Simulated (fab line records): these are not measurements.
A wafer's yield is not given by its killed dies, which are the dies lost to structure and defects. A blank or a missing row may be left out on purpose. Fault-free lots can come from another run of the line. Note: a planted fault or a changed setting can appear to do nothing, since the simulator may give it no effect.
Struck lot and sound lot, side by side || flow sky130 || 16 out of 708 route steps
Sound: wafers L196.1, L196.3, L196.5. Struck: wafer L206.4 (left out: L206.1, L206.6 of the same lot, which were not struck); the cause appears at the end.
Order at every step that has rows: each side's tool, ch and its chambers, its first start. Under that, the readings that differ: sound wafers || struck wafers || difference of the means || sigmas: that difference in standard deviations of wafers without a fault.
alike: same words and numbers on both sides, and readings whose means sit less than 2 such deviations apart. not compared: any withheld reading, any reading some wafer has no value for, any bound like >300 that may hide the same value, and any number with overlapping values for which the record gives no deviation.
A row with sigmas, a row that says differs or no value, or rows on one side alone: a step with any of these is where the two part. When numbers do not overlap yet have no deviation, they are printed without sigmas and do not part them. A reading that every wafer of one side lacks parts them only if that side has two wafers or more.

SKY_METAL2_THK_MEAS_06: measures by xrf.
  struck on film_metro-03, day 38 08:01; sound on film_metro-03, day 35 11:17
  alike: METAL2_ALCU_THK
then, 8 steps without rows for these wafers: SKY_METAL2_DEHYDRATE_07 (time 60 s); SKY_METAL2_HMDS_08 (prime time 60 s); SKY_METAL2_COAT_09 (resist thk 60 nm); SKY_METAL2_COAT_10 (resist thk 450 nm); SKY_METAL2_SOFTBAKE_11 (time 90 s); SKY_METAL2_EXPOSE_12 (exposes mask MM2, target cd 140 nm); SKY_METAL2_PEB_13; SKY_METAL2_DEVELOP_14 (develop time 58.2 s).
SKY_METAL2_CD_MEAS_15: the cd target is 140 nm.
  struck on cd_sem-02, day 39 08:20; sound on cd_sem-02, day 36 13:32
  alike: cd_nm
SKY_METAL2_OVL_MEAS_16:
  struck on overlay-01, day 39 08:28; sound on overlay-02, day 36 13:39
  alike: METAL2_OVL
SKY_METAL2_DESCUM_17: chemistry O2, time 8 s.
  sound on rie_metal-02 ch 0,1, day 36 13:41; struck on rie_metal-02 ch 1, day 39 08:30
  alike: chamber_pressure_mTorr, drypump_motor_current_A, oes_product_au, rf_fwd_power_W
  not compared: rf_hours_counter_h
SKY_METAL2_ETCH_18: etches BARC in N2/H2, stops on SiO2, time 45.9 s, target depth 60 nm.
  sound on rie_metal-02 ch 0,1, day 36 13:43; struck on rie_metal-02 ch 1, day 39 08:32
{"reading": "model.KrF-thick_of_METAL2_COAT_10.thk_nm (nm)", "sound": "391.3 393.7 394.6", "struck": 366.9, "difference": -26.3, "sigmas": ""}
{"reading": "model.METAL2.cd_nm (nm)", "sound": "141.1 139.2 137.9", "struck": 133, "difference": -6, "sigmas": ""}
  alike: chamber_pressure_mTorr, drypump_motor_current_A, oes_product_au, rf_fwd_power_W, throttle_valve_pct
  not compared: rf_hours_counter_h
SKY_METAL2_METAL_ETCH_19: etches the open film in Cl2/BCl3, stops on SiO2, target depth 360 nm, time 78 s.
  sound on rie_metal-02 ch 0,1, day 36 13:47; struck on rie_metal-02 ch 1, day 39 08:36
{"reading": "model.KrF-thick_of_METAL2_COAT_10.thk_nm (nm)", "sound": "159.7 164.5 168.7", "struck": 138.3, "difference": -26.0, "sigmas": ""}
{"reading": "model.METAL2.cd_nm (nm)", "sound": "142.2 140 140", "struck": 133.4, "difference": -7.3, "sigmas": ""}
  alike: chamber_pressure_mTorr, drypump_motor_current_A, oes_product_au, rf_fwd_power_W, throttle_valve_pct
  not compared: rf_hours_counter_h
SKY_METAL2_STRIP_20: strips in O2/N2.
  sound on plasma_asher-02 ch 0,1, day 36 13:52; struck on plasma_asher-01 ch 0, day 39 08:41
{"reading": "strip_time_to_endpoint_s (s)", "sound": "2.72 2.75 2.81", "struck": 2.47, "difference": -0.29, "sigmas": -3}
  alike: chamber_pressure_mTorr, drypump_motor_current_A, oes_product_au
  not compared: rf_hours_counter_h
-- the record jumps here: 10 days lie between the struck wafers' starts before and after (it left off in module METAL2 and takes up again in module PAD_OPEN, whose first step shown is number 708 of the route) --
SKY_PAD_OPEN_PROBE_99:
  only the struck wafers here have rows in the record (prober-01, day 49 02:52); the sound ones have none

WHERE THEY PART
At SKY_METAL2_STRIP_20 first; at SKY_PAD_OPEN_PROBE_99 last (within this record only).

WHY: whatever the simulator had introduced
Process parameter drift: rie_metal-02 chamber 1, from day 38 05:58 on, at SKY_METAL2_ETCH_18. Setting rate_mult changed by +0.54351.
